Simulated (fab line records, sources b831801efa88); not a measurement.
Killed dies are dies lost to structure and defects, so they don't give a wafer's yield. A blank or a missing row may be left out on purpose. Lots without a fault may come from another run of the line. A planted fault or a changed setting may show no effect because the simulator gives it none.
A struck lot beside a sound one | flow sfq_line | 42 steps out of a route of 325
Sound: wafers L978.1, L978.2, L978.6. Struck: wafer L969.4. (L969.1 of the same lot was not struck and is left out.) The cause comes at the end.
At each step with rows: each side's tool, then ch and its chambers, then its first start. Under that, the readings that differ: sound wafers | struck wafers | difference of the means | sigmas: that difference in standard deviations of wafers without a fault.
alike: readings whose means differ by less than 2 such deviations, and words and numbers that are the same on both sides. not compared: withheld readings, readings that some wafer has no value for, bounds like >300 that may hide the same value, and numbers for which the record gives no deviation and whose values overlap.
The two part at a step that has a row with sigmas, a row that says differs or no value, or rows on one side only. Numbers that don't overlap but have no deviation are shown without sigmas and don't part them. A reading that every wafer of one side lacks parts them only if that side has two wafers or more.

first, 6 steps without rows for these wafers: SFQ_TRILAYER_I6_VIA_LITHO_COAT_174 (resist thk 62 nm); SFQ_TRILAYER_I6_VIA_LITHO_COAT_169 (resist thk 650 nm); SFQ_TRILAYER_I6_VIA_LITHO_SOFTBAKE_173; SFQ_TRILAYER_I6_VIA_LITHO_EXPOSE_170 (exposes mask I6, target cd 700 nm); SFQ_TRILAYER_I6_VIA_LITHO_PEB_172 (peb time 60 s); SFQ_TRILAYER_I6_VIA_LITHO_DEVELOP_171 (time 60 s).
SFQ_I6_OVL_MEAS_942:
  sound on overlay-02, day 79 20:21; struck on overlay-02, day 73 23:20
  reading     | sound   | struck | difference | sigmas
  I6_OVL (nm) | -5 1 -2 | 11     | +13        | +2
then, 1 step without rows for these wafers: SFQ_TRILAYER_I6_VIA_BARC_OPEN_VIA_ETCH_235 (etches BARC in O2, target depth 125 nm, time 41.7 s).
SFQ_TRILAYER_I6_VIA_ETCH_VIA_ETCH_172: etches SiO2 in CHF3, stops on Nb, target depth 260 nm.
  sound on rie_diel-02 ch 0,1,2, day 79 20:26; struck on rie_diel-02 ch 1, day 73 23:25
  alike: drypump_motor_current_A, oes_product_au
then, 3 steps without rows for these wafers: SFQ_TRILAYER_I6_VIA_STRIP_STRIP_173 (strips in O2); SFQ_TRILAYER_I6_VIA_STRIP_SOLV_CLEAN_174 (cleans in NMP, time 600 s); SFQ_TRILAYER_M7_DEP_PRE_CLEAN_176 (time 22.5 s).
SFQ_TRILAYER_M7_DEP_SPUTTER_175: material Nb, target thk 200 nm, time 133.3 s.
  sound on pvd_sputter-05, day 79 21:21; struck on pvd_sputter-05, day 74 00:20
  reading                                             | sound             | struck | difference | sigmas
  throttle_valve_pct (%)                              | 30.0 31.0 31.3    | 27.9   | -2.9       | -3
  model.Nb_of_TRILAYER_M7_DEP_SPUTTER_175.thk_nm (nm) | 200.1 200.6 199.5 | 137.2  | -62.9      |
  alike: base_pressure_pa
SFQ_M7_RS_MEAS_943: measures by four-point-probe.
  sound on film_metro-02, day 79 21:26; struck on film_metro-02, day 74 00:25
  reading           | sound             | struck | difference | sigmas
  M7_NB_RS (ohm/sq) | 0.891 0.888 0.895 | 1.304  | +0.413     | +57
then, 6 steps without rows for these wafers: SFQ_TRILAYER_M7_LITHO_COAT_182 (resist thk 62 nm); SFQ_TRILAYER_M7_LITHO_COAT_177 (resist thk 600 nm); SFQ_TRILAYER_M7_LITHO_SOFTBAKE_181; SFQ_TRILAYER_M7_LITHO_EXPOSE_178 (exposes mask M7, target cd 500 nm); SFQ_TRILAYER_M7_LITHO_PEB_180 (peb time 60 s); SFQ_TRILAYER_M7_LITHO_DEVELOP_179 (time 60 s).
SFQ_M7_OVL_MEAS_945:
  sound on overlay-02, day 79 23:52; struck on overlay-02, day 74 06:32
  alike: M7_OVL
then, 1 step without rows for these wafers: SFQ_TRILAYER_M7_BARC_OPEN_METAL_ETCH_229 (etches BARC in O2, target depth 125 nm, time 41.7 s).
SFQ_TRILAYER_M7_ETCH_METAL_ETCH_180: etches Nb in Cl2/Ar, stops on SiO2, target depth 240 nm, time 120 s.
  sound on rie_metal-03 ch 0,1, day 79 23:58; struck on rie_metal-02 ch 1, day 74 06:38
  reading               | sound             | struck | difference | sigmas
  oes_product_au (a.u.) | 0.896 0.898 0.891 | 0.724  | -0.171     | -27
  alike: drypump_motor_current_A
  not compared: rf_hours_counter_h
SFQ_TRILAYER_M7_STRIP_STRIP_181: strips in O2.
  sound on rie_metal-03 ch 0,1, day 80 00:05; struck on rie_metal-02 ch 1, day 74 06:46
  alike: drypump_motor_current_A, oes_product_au
  not compared: rf_hours_counter_h
then, 1 step without rows for these wafers: SFQ_TRILAYER_M7_STRIP_SOLV_CLEAN_182 (cleans in NMP, time 600 s).
SFQ_TRILAYER_I7_DEP_PECVD_183: deposits SiO2 from SiH4/N2O, time 111.11 s, target thk 500 nm.
  sound on pecvd-01 ch 0,1,2, day 80 00:52; struck on pecvd-03 ch 2, day 74 07:32
  alike: heater_power_w, throttle_valve_pct
then, 1 step without rows for these wafers: SFQ_TRILAYER_I7_CMP_CMP_184 (polishes SiO2).
SFQ_I7_BOW_MEAS_946:
  sound on film_metro-01, day 80 03:56; struck on film_metro-02, day 74 12:25
  alike: I7_BOW
SFQ_TRILAYER_I7_METRO_MEASURE_185:
  sound on film_metro-01, day 80 04:04; struck on film_metro-02, day 74 12:32
  alike: thk_nm
then, 6 steps without rows for these wafers: SFQ_TRILAYER_I7_VIA_LITHO_COAT_192 (resist thk 62 nm); SFQ_TRILAYER_I7_VIA_LITHO_COAT_187 (resist thk 650 nm); SFQ_TRILAYER_I7_VIA_LITHO_SOFTBAKE_191; SFQ_TRILAYER_I7_VIA_LITHO_EXPOSE_188 (exposes mask I7, target cd 1000 nm); SFQ_TRILAYER_I7_VIA_LITHO_PEB_190 (peb time 60 s); SFQ_TRILAYER_I7_VIA_LITHO_DEVELOP_189 (time 60 s).
-- the record jumps here: 2 days lie between the struck wafers' starts before and after --
SFQ_I7_OVL_MEAS_947:
  sound on overlay-02, day 80 14:16; struck on overlay-02, day 76 19:58
  reading     | sound   | struck | difference | sigmas
  I7_OVL (nm) | 5 -3 -6 | 16     | +17        | +3
then, 2 steps without rows for these wafers: SFQ_TRILAYER_I7_VIA_BARC_OPEN_VIA_ETCH_260 (etches BARC in O2, target depth 125 nm, time 41.7 s); SFQ_TRILAYER_I7_VIA_ETCH_VIA_ETCH_190 (etches SiO2 in CHF3, stops on Nb, target depth 260 nm).
SFQ_TRILAYER_I7_VIA_STRIP_STRIP_191: strips in O2.
  sound on rie_metal-01 ch 0,1, day 80 14:28; struck on rie_metal-03 ch 0, day 76 20:09
  alike: drypump_motor_current_A, oes_product_au
  not compared: rf_hours_counter_h
then, 2 steps without rows for these wafers: SFQ_TRILAYER_I7_VIA_STRIP_SOLV_CLEAN_192 (cleans in NMP, time 600 s); SFQ_TRILAYER_M8_LITHO_LOR_COAT_197.
SFQ_M8_BOW_MEAS_951:
  sound on film_metro-03, day 83 10:26; struck on film_metro-03, day 77 02:02
  reading                 | sound                | struck | difference | sigmas
  model.etest.m7.ohm_um   | 1.782 1.783 1.782    | 2.598  | +0.816     |
  model.etest.i6.link_ohm | 1.869 1.865 1.869    | 2.328  | +0.460     |
  model.etest.m7.ohm_sq   | 0.8891 0.8868 0.8916 | 1.297  | +0.408     |
  model.etest.i7.link_ohm | 1.047 1.046 1.05     | 1.458  | +0.410     |
  alike: M8_BOW

WHERE THEY PART
First at SFQ_I6_OVL_MEAS_942; last, within this record, at SFQ_I7_OVL_MEAS_947. Later steps at which nothing parts them and some readings are alike: SFQ_TRILAYER_I7_VIA_STRIP_STRIP_191, SFQ_M8_BOW_MEAS_951.

WHY: what the simulator had put in
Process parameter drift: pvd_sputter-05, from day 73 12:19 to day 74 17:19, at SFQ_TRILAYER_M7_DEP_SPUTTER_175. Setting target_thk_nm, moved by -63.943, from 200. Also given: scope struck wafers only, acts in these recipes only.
